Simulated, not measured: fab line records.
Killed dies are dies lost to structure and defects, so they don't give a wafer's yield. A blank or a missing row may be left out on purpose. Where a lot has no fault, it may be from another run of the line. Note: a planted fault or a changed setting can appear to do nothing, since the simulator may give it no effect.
Which tool is to blame? | flow sfq line | 13 lots (39 wafers sampled), 1 step of a 325-step route

## WHAT THE GAUGES SHOWED, per wafer
The record holds no reading of a measuring or inspecting step that can be judged against a usual standard deviation.

## WHAT TOOL EACH LOT RAN ON (gives the tool, then ch and the chambers of the sampled wafers, and finally the start)
lot  | SFQ_TRILAYER_M5_BARC_OPEN_METAL_ETCH_161
L816 | rie metal-03 ch 0,1, day 66 11:00
L817 | rie metal-02 ch 0,1, day 66 21:47
L819 | rie metal-04 ch 0,1, day 67 09:17
L822 | rie metal-03 ch 0,1, day 68 00:59
L827 | rie metal-02 ch 1, day 71 19:19
L828 | rie metal-02 ch 1, day 72 00:07
L829 | rie metal-02 ch 1, day 72 03:47
L831 | rie metal-03 ch 0,1, day 72 17:03
L832 | rie metal-02 ch 0,1, day 73 04:08
L833 | rie metal-02 ch 0,1, day 73 11:20
L834 | rie metal-02 ch 0,1, day 73 19:38
L836 | rie metal-02 ch 0,1, day 74 05:14
L839 | rie metal-04 ch 0,1, day 74 21:16
- SFQ_TRILAYER_M5_BARC_OPEN_METAL_ETCH_161: etches BARC in O2, target depth 125 nm, time 41.7 s.

## WHAT THE TOOLS THEMSELVES READ (means of the sampled wafers that have a number; where no wafer has one, the mark that the record gives instead)
SFQ_TRILAYER_M5_BARC_OPEN_METAL_ETCH_161. Usual: bias w 80.04 W, standard deviation 0.25; drypump motor current A 5.7 A, standard deviation 0.43; oes product au 0.685 a.u., standard deviation 0.0047.
lot  | tool         | bias w (W) | drypump motor current A (A) | oes product au (a.u.) | flag
L816 | rie metal-03 | 80.02      | 5.4                         | 0.685                 |
L817 | rie metal-02 | 79.98      | 6.1                         | 0.684                 |
L819 | rie metal-04 | 79.93      | 5.5                         | 0.685                 |
L822 | rie metal-03 | 80.40      | 5.4                         | 0.674                 |
L827 | rie metal-02 | 80.22      | 6.3                         | 0.683                 |
L828 | rie metal-02 | 80.16      | 6.3                         | 0.682                 |
L829 | rie metal-02 | 80.12      | 6.3                         | 0.691                 |
L831 | rie metal-03 | 80.05      | 5.7                         | 0.686                 |
L832 | rie metal-02 | 80.17      | 5.8                         | 0.688                 |
L833 | rie metal-02 | 80.10      | 5.8                         | 0.682                 |
L834 | rie metal-02 | 80.10      | 5.8                         | 0.688                 |
L836 | rie metal-02 | 79.95      | 6.0                         | 0.681                 |
L839 | rie metal-04 | 80.21      | 5.4                         | 0.686                 |

## THE ANSWER, worked out from the rows above alone
Rule: a lot is off if the mean of its wafers that have a number lies more than 3 standard deviations from the usual mean. A lot without any number at a reading at which 4 lots or more have one is off too. The other lots that the step has rows for count as sound. After the gauges, taken in route order, come the tools' own readings; for these a lot's mean is taken, as printed above. At the first step where some lot is off, the reading lying furthest off is the one used; lots without a number count as furthest.
Across all readings shown, no lot is off: no conclusion can be drawn from this.

## WHAT HAD BEEN PUT IN BY THE SIMULATOR
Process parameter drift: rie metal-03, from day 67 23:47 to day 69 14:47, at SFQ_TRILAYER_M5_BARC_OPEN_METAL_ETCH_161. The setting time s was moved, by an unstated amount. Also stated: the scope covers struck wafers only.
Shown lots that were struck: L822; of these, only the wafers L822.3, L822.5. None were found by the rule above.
